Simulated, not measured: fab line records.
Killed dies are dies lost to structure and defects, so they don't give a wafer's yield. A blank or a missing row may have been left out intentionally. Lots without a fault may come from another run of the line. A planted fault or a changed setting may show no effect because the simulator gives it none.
Problem report in the 8D (eight disciplines) form, filled by code / flow sky130 / the parts of the form that need people (team, actions taken, sign-off) are left out

## 1. THE ISSUE
Mean of stripTimeToEndpointS at SKY_CONTACT_STRIP_19: 4.14 s across 6 wafers in 2 lots; on wafers with no fault it is 3.64 s (standard deviation 0.034). Relative to the usual mean, that is a shift of +15 standard deviations.
The step: strips in O2/N2.
First observed at day 35 01:21: wafer L407.2, on plasmaAsher-02. The record has a number at this step for 42 wafers belonging to 14 lots. The rule behind "out" and "out of limits": a value lying over 4 standard deviations away from the usual mean. All remaining wafers that have a number are taken as sound.

## 2. WHAT IT IS AND WHAT IT IS NOT
question=which readings at this step | is=stripTimeToEndpointS | is not=drypumpMotorCurrentA
question=which lots | is=L407, L410 | is not=L396, L397, L401, L404, L405, L411, L412, L414, L416, L417, L418, L419
question=which wafers of those lots | is=all that have a number | is not=-
question=read on which tools | is=plasmaAsher-02, plasmaAsher-04 | is not=plasmaAsher-01
question=when | is=from day 35 01:21 | is not=up to then (15 sound wafers); but 21 sound wafers of L411, L412, L414, L416, L417, L418, L419 came after

## 3. SUSPECTS, AND WHAT RULES EACH OUT
Counting: any tool at a process step up to the reading is kept as a suspect provided that every lot that is out went through it and no sound lot did after the first of them.
- lithoTrack-03 at SKY_CONTACT_COAT_09 (resist thk 450 nm): ruled out as a lasting fault. Following L407 (day 34 12:00), the first lot on it that is out, the sound lots L417 were run on it.
Left after counting: nothing in the record.

## 4. THE CAUSE (what the simulator had put in)
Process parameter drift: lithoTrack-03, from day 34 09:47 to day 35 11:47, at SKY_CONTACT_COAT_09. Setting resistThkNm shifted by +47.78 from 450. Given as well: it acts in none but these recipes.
The count ruled it out by mistake, since the rule takes a fault to strike every lot its tool runs from the start of the fault on, and this one did not do so.

## 5. THE CHAIN OF EFFECTS, in route order
Each row: a reading where the mean over the struck wafers with a number is more than 3 standard deviations away from the usual. Only readings for which the record gives a usual standard deviation are gone through. hours: the time from each lot's start at the first step in this table that gives one to its start at this step, as a median over the lots. sigmas: the change in usual standard deviations.
hours=0; step=SKY_CONTACT_STRIP_19; reading=oesProductAu; usual=0.381 a.u.; on struck wafers=0.400; change=+0.019; sigmas=+4.3
hours=0; step=SKY_CONTACT_STRIP_19; reading=stripTimeToEndpointS; usual=3.64 s; on struck wafers=4.14; change=+0.50; sigmas=+15
Here are the process steps it includes:
- SKY_CONTACT_STRIP_19: strips in O2/N2.

## 6. HOW IT WOULD HAVE BEEN CAUGHT EARLIER
In this record no reading fell out of limits until day 35 01:21, 16 hours after the fault had begun at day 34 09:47.
